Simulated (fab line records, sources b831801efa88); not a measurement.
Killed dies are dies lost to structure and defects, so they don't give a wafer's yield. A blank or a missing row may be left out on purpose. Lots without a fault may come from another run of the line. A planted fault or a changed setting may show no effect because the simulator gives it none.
A struck lot beside a sound one | flow gf180mcu | 15 steps out of a route of 602
Sound: wafers L789.3, L789.4, L789.5. Struck: wafers L784.4, L784.5, L784.6. The cause comes at the end.
At each step with rows: each side's tool, then ch and its chambers, then its first start. Under that, the readings that differ: sound wafers | struck wafers | difference of the means | sigmas: that difference in standard deviations of wafers without a fault.
alike: readings whose means differ by less than 2 such deviations, and words and numbers that are the same on both sides. not compared: withheld readings, readings that some wafer has no value for, bounds like >300 that may hide the same value, and numbers for which the record gives no deviation and whose values overlap.
The two part at a step that has a row with sigmas, a row that says differs or no value, or rows on one side only. Numbers that don't overlap but have no deviation are shown without sigmas and don't part them. A reading that every wafer of one side lacks parts them only if that side has two wafers or more.

first, 1 step without rows for these wafers: GF_HV_LDD_IMPLANT_09.
GF_HV_LDD_STRIP_10: strips in O2/N2.
  sound on plasma_asher-02 ch 0,1, day 14 23:53; struck on plasma_asher-03 ch 0,1, day 13 06:50
  alike: chamber_pressure_mTorr, drypump_motor_current_A, heater_power_w, oes_product_au, strip_time_to_endpoint_s
  not compared: rf_hours_counter_h
GF_HV_LDD_TW_MEAS_11:
  sound on film_metro-04, day 14 23:58; struck on film_metro-04, day 13 06:56
  alike: HV_LDD_TW
then, 7 steps without rows for these wafers: GF_HV_LDD_DEHYDRATE_12 (time 60 s); GF_HV_LDD_HMDS_13 (prime time 60 s); GF_HV_LDD_COAT_14 (resist thk 1000 nm); GF_HV_LDD_SOFTBAKE_15 (time 60 s); GF_HV_LDD_EXPOSE_16 (exposes mask Pplus LV AREA, target cd 400 nm); GF_HV_LDD_PEB_17; GF_HV_LDD_DEVELOP_18 (develop time 60 s).
GF_HV_LDD_CD_MEAS_19: target cd 400 nm.
  sound on cd_sem-01, day 15 21:51; struck on cd_sem-01, day 14 03:10
  alike: cd_nm
GF_HV_LDD_OVL_MEAS_20:
  sound on overlay-02, day 15 21:56; struck on overlay-02, day 14 03:15
  alike: HV_LDD_01_OVL
GF_HV_LDD_IMPLANT_21:
  sound on implanter-02 ch 0, day 15 22:01; struck on implanter-04 ch 0, day 14 03:20
  reading                   | sound                | struck               | difference | sigmas
  beam_energy_keV           | 24.998 25.003 24.995 | 25.808 25.818 25.815 | +0.815     | +97
  model.implant.drp_nm (nm) | 11.41 11.41 11.41    | 11.67 11.67 11.67    | +0.26      |
GF_HV_LDD_STRIP_22: strips in O2/N2.
  sound on plasma_asher-01 ch 0,1, day 15 22:08; struck on plasma_asher-03 ch 0,1, day 14 03:27
  alike: chamber_pressure_mTorr, drypump_motor_current_A, heater_power_w, oes_product_au, strip_time_to_endpoint_s
  not compared: rf_hours_counter_h
then, 1 step without rows for these wafers: GF_PASSIVATION_PROBE_99.

WHERE THEY PART
Only at GF_HV_LDD_IMPLANT_21, within this record. Later steps at which nothing parts them and some readings are alike: GF_HV_LDD_STRIP_22.

WHY: what the simulator had put in
Process parameter drift: implanter-04, from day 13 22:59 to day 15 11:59, at GF_HV_LDD_IMPLANT_21. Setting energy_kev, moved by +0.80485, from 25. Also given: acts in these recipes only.
